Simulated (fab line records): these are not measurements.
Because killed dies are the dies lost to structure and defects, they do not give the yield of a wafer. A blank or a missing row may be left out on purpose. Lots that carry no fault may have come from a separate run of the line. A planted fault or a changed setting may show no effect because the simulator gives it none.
Chamber matching + flow sky130 + 4 sister chambers for SKY_VIA1_CMP_02 on cmp-01
The step polishes SiO2. 4 wafers are shown with their chamber, then 7 later ones without.

WAFERS WITH THEIR CHAMBER
| wafer  | chamber | motorCurrentA (A) |
|--------|---------|-------------------|
| L463.6 | 0       | 11.7              |
| L467.2 | 2       | 11.1              |
| L482.3 | 1       | 11.1              |
| L482.4 | 3       | 12.7              |

WAFERS WHOSE CHAMBER IS MISSING
| wafer  | motorCurrentA (A) |
|--------|-------------------|
| L482.6 | 10.9              |
| L483.2 | 11.4              |
| L483.4 | 13.4              |
| L483.6 | 11.4              |
| L484.1 | 11.1              |
| L484.2 | 11.3              |
| L484.4 | 11.7              |

THE CHAMBER EACH PASSED THROUGH
| wafer  | from the rows above          | in truth |
|--------|------------------------------|----------|
| L482.6 | can't be placed: 1 or 2 or 0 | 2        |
| L483.2 | can't be placed: 0 or 1 or 2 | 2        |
| L483.4 | 3                            | 3        |
| L483.6 | can't be placed: 0 or 1 or 2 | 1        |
| L484.1 | can't be placed: 1 or 2 or 0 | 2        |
| L484.2 | can't be placed: 1 or 2 or 0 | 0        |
| L484.4 | can't be placed: 0 or 1 or 2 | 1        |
Correct placement for 1 of the 7. Not placeable from these rows: 6 (in 6, the candidates include the true chamber). Wrongly placed: 0.
How it was worked out, from the rows above alone: a wafer's distance from a chamber is the root of the sum, over the readings, of the square of ((its reading less the chamber's mean) divided by the reading's scatter). If the next closest chamber is less than 2 further off than the closest, the wafer can't be placed; otherwise it belongs to the closest. A chamber's mean is the mean of its shown wafers. The scatter: root of mean squared gap, hidden wafer to nearest shown wafer, with one shown wafer a chamber.
